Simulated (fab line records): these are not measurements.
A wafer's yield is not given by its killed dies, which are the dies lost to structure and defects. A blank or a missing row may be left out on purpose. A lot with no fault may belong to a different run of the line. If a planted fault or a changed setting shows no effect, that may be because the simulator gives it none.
A lot that was struck, set against a sound lot :: flow sky130 :: 22 out of 708 route steps
Sound: these wafers, L816.3, L816.5, L816.6. Wafers L828.2, L828.3, L828.4 were the ones struck. The cause is given at the end.
At each step with rows: each side's tool, then ch and its chambers, then its first start. Under that, the readings that differ: sound wafers :: struck wafers :: difference of the means :: sigmas: that difference in standard deviations of wafers without a fault.
alike: same words and numbers on both sides, and readings whose means sit less than 2 such deviations apart. not compared: any withheld reading, any reading some wafer has no value for, any bound like >300 that may hide the same value, and any number with overlapping values for which the record gives no deviation.
Wherever a step has rows on one side only, a row that says differs or no value, or a row with sigmas, the two part there. Numbers that have no deviation but don't overlap get no sigmas and don't part them. A reading missing from all wafers of one side parts the sides only when that side holds two or more wafers.

SKY_POLY_GATE_THK_MEAS_21:
  sound on filmMetro-01 at day 18 06:05; struck on filmMetro-01 at day 22 16:19
  alike: POLY_GATE_OXIDATION_THK
SKY_POLY_GATE_CD_MEAS_22:
  sound on cdSem-01 at day 18 06:11; struck on cdSem-02 at day 22 16:23
  alike: cdNm
then, 7 steps without rows for these wafers: SKY_LDD_N_DEHYDRATE_00 (time 60 s); SKY_LDD_N_HMDS_01 (prime time 60 s); SKY_LDD_N_COAT_02 (resist thk 300 nm); SKY_LDD_N_SOFTBAKE_03 (time 60 s); SKY_LDD_N_EXPOSE_04 (exposes mask NTM, target cd 840 nm); SKY_LDD_N_PEB_05; SKY_LDD_N_DEVELOP_06 (develop time 60 s).
SKY_LDD_N_OVL_MEAS_07:
  sound on overlay-02 at day 19 12:23; struck on overlay-02 at day 23 22:23
  alike: LDD_N_OVL
then, 2 steps without rows for these wafers: SKY_LDD_N_IMPLANT_08; SKY_LDD_N_IMPLANT_09.
SKY_LDD_N_IMPLANT_10:
  sound on implanter-04 ch 0, day 19 12:46; struck on implanter-04 ch 0, day 23 23:04
then, 5 steps without rows for these wafers: SKY_LDD_N_IMPLANT_11; SKY_LDD_N_IMPLANT_12; SKY_LDD_N_IMPLANT_13; SKY_LDD_N_IMPLANT_14; SKY_LDD_N_IMPLANT_15.
SKY_LDD_N_STRIP_16: strips in O2/N2.
  sound on plasmaAsher-03 ch 0,1, day 19 13:39; struck on plasmaAsher-01 ch 0,1, day 23 23:56
reading: stripTimeToEndpointS (s)
sound: 4.350 4.343 4.348
struck: 4.538 4.550 4.531
difference: +0.193
sigmas: +13
  alike: drypumpMotorCurrentA, o2FlowSccm, oesProductAu
  not compared: rfHoursCounterH
SKY_LDD_N_TW_MEAS_17:
  sound on filmMetro-04 at day 19 13:44; struck on filmMetro-03 at day 24 00:02
reading: LDD_N_TW
sound: 2596 2606 2601
struck: 2684 2676 2698
difference: +85
sigmas: +4
then, 1 step without rows for these wafers: SKY_LDD_P_DEHYDRATE_00 (time 60 s).
-- here the record skips 26 days between the struck wafers' starts before and after, leaving off in module LDD_P and picking up in module PAD_OPEN (first step shown: number 708 of the route) --
SKY_PAD_OPEN_PROBE_99:
  sound on prober-01 at day 47 01:46; struck on prober-01 at day 49 18:33
reading: model.etest.tipN.rsOhmSq
sound: 436.7 439.7 441.6
struck: 383.2 385.5 386.9
difference: -54.1
sigmas: 

reading: model.etest.nfet_01v8_swapped.vtSatV (V)
sound: 0.6351 0.6368 0.6424
struck: 0.6224 0.6195 0.6192
difference: -0.0177
sigmas: 

reading: model.etest.nfet_01v8_turned.vtSatV (V)
sound: 0.6307 0.635 0.6394
struck: 0.6274 0.6239 0.6183
difference: -0.0118
sigmas: 
  alike: killed_at_M0_to_M3, killed_at_M4_up, killedAtContacts, killedAtFrontEnd, killedAtOther, killedDies, killedOpen, killedShort

## WHERE THEY PART
Earliest at SKY_LDD_N_STRIP_16; latest, in this record, at SKY_LDD_N_TW_MEAS_17. Later steps at which nothing parts them and some readings are alike: SKY_PAD_OPEN_PROBE_99.

WHY: the cause the simulator had injected
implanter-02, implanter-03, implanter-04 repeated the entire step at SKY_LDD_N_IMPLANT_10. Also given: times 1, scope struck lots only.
